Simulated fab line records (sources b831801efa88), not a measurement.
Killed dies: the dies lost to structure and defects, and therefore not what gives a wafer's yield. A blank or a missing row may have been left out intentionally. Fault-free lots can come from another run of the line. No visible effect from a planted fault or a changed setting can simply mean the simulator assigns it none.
Matching of chambers | flow gf180mcu | cmp-01 running GF_V4_CMP_04: 4 sister chambers
The step polishes SiO2. 4 wafers are shown with their chamber, then 12 later ones without.

== EACH WAFER AND ITS CHAMBER ==
wafer  | chamber | motorCurrentA (A)
L081.2 | 1       | 13.2
L089.1 | 0       | 10.5
L089.3 | 3       | 12.6
L089.5 | 2       | 11.4

== WAFERS WITH NO CHAMBER GIVEN ==
wafer  | motorCurrentA (A)
L092.3 | 13.9
L092.5 | 9.9
L092.6 | 12.9
L093.1 | 12.6
L093.2 | 11.2
L093.6 | 12.8
L094.2 | 13.2
L094.4 | 13.8
L094.6 | 10.3
L097.1 | 12.6
L097.3 | 10.3
L097.5 | 11.6

== CHAMBER TAKEN BY EACH ==
wafer  | from the rows above     | in truth
L092.3 | can't be placed: 1 or 3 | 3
L092.5 | 0                       | 0
L092.6 | can't be placed: 1 or 3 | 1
L093.1 | can't be placed: 3 or 1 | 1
L093.2 | can't be placed: 2 or 0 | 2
L093.6 | can't be placed: 3 or 1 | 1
L094.2 | can't be placed: 1 or 3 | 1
L094.4 | can't be placed: 1 or 3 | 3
L094.6 | 0                       | 0
L097.1 | can't be placed: 3 or 1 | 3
L097.3 | 0                       | 0
L097.5 | 2                       | 2
Correctly placed: 4 of 12. Can't be placed from these rows: 8 (the true chamber is among the candidates in 8). 0 placed wrongly.
How it was worked out, from the rows above alone: a wafer's distance from a chamber is the root of the sum, over the readings, of the square of ((its reading less the chamber's mean) divided by the reading's scatter). The wafer belongs to the nearest chamber; if the next one is less than 2 further off, it can't be placed. Each chamber's mean is taken over the wafers shown for it. The scatter: root of mean squared gap, hidden wafer to nearest shown wafer, with one shown wafer a chamber.
